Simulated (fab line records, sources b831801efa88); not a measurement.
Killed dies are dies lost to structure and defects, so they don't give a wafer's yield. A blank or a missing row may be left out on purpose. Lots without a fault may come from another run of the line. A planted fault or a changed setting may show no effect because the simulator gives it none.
Problem report in the 8D (eight disciplines) form, filled by code | flow sky130 | the parts of the form that need people (team, actions taken, sign-off) are left out

1. THE PROBLEM
SONOS_ONO_CVD_02_THK at SKY_SONOS_ONO_THK_MEAS_03 reads a mean of 14.03 nm on 9 wafers of 3 lots; wafers without a fault read 10.52 nm with a standard deviation of 0.12. That is +29 standard deviations from the usual mean.
First seen on wafer L489.1, day 14 06:20, on film_metro-04. The record holds 36 wafers of 12 lots with a number at this step. Rule for "out", or "out of limits": more than 4 standard deviations from the usual mean. The other wafers with a number count as sound.

2. WHAT IT IS AND WHAT IT IS NOT
question                    | is                           | is not
which readings at this step | SONOS_ONO_CVD_02_THK         | -
which lots                  | L489, L490, L491             | L481, L482, L483, L485, L499, L500, L501, L502, L504
which wafers of those lots  | all that have a number       | -
read on which gauges        | film_metro-02, film_metro-04 | film_metro-01
when                        | from day 14 06:20            | up to then (12 sound wafers); but 15 sound wafers of L499, L500, L501, L502, L504 came after

3. SUSPECTS, AND WHAT RULES EACH OUT
Counting: a tool at a process step up to the reading stays a suspect if it ran every lot that is out and no sound lot after the first of them.
- the gauge at SKY_SONOS_ONO_THK_MEAS_03: ruled out. The wafers that are out were read on 2 gauges (film_metro-02, film_metro-04).
- lpcvd-02 at SKY_SONOS_ONO_CVD_02 (deposits Si3N4 from DCS/NH3, target thk 10.5 nm, time 180 s): ruled out as a lasting fault. Sound lots L499, L500, L501, L502, L504 ran on it after its first lot that is out, L489 (day 14 05:17).
Left after counting: nothing in the record.

4. THE CAUSE (what the simulator had put in)
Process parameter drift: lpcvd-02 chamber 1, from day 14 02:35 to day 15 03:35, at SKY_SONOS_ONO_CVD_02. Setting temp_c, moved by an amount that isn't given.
Counting ruled it out, wrongly: the rule takes a fault to strike every lot that its tool runs from its start on, and this one did not.

5. THE CHAIN OF EFFECTS, in route order
Each row: a reading whose mean over the struck wafers that have a number lies more than 3 standard deviations from the usual. Only readings for which the record gives a usual standard deviation are gone through. hours: the time from each lot's start at the first step in this table that gives one to its start at this step, as a median over the lots. sigmas: the change in usual standard deviations.
hours | step                      | reading              | usual    | on struck wafers | change | sigmas
0     | SKY_SONOS_ONO_CVD_02      | spike_tc_bottom_C    | 786 C    | 804              | +18    | +4.4
0     | SKY_SONOS_ONO_CVD_02      | spike_tc_centre_C    | 770.2 C  | 785.2            | +15.0  | +12
0     | SKY_SONOS_ONO_CVD_02      | spike_tc_lower_C     | 769.9 C  | 786.7            | +16.8  | +12
0     | SKY_SONOS_ONO_CVD_02      | spike_tc_top_C       | 782.2 C  | 797.3            | +15.1  | +14
0     | SKY_SONOS_ONO_CVD_02      | spike_tc_upper_C     | 771.2 C  | 787.7            | +16.5  | +10
0     | SKY_SONOS_ONO_CVD_02      | susceptor_temp_C     | 770.0 C  | 785.2            | +15.2  | +40
0     | SKY_SONOS_ONO_CVD_02      | zone_power_lower_pct | 14.13 %  | 14.76            | +0.63  | +3.3
0     | SKY_SONOS_ONO_CVD_02      | zone_power_upper_pct | 11.84 %  | 12.36            | +0.52  | +4.0
1     | SKY_SONOS_ONO_THK_MEAS_03 | SONOS_ONO_CVD_02_THK | 10.52 nm | 14.03            | +3.51  | +29
The process steps in it:
- SKY_SONOS_ONO_CVD_02: deposits Si3N4 from DCS/NH3, target thk 10.5 nm, time 180 s.

6. WHAT WOULD HAVE CAUGHT IT SOONER
In this record the first reading out of limits at a measuring or inspecting step was taken at day 14 06:20, 4 hours after the fault began at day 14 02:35.
The tool's own readings at SKY_SONOS_ONO_CVD_02 were out on every struck wafer that the step has a row for (spike_tc_centre_C, spike_tc_lower_C, spike_tc_top_C, spike_tc_upper_C, susceptor_temp_C): an alarm limit on them would have fired on the first of those.
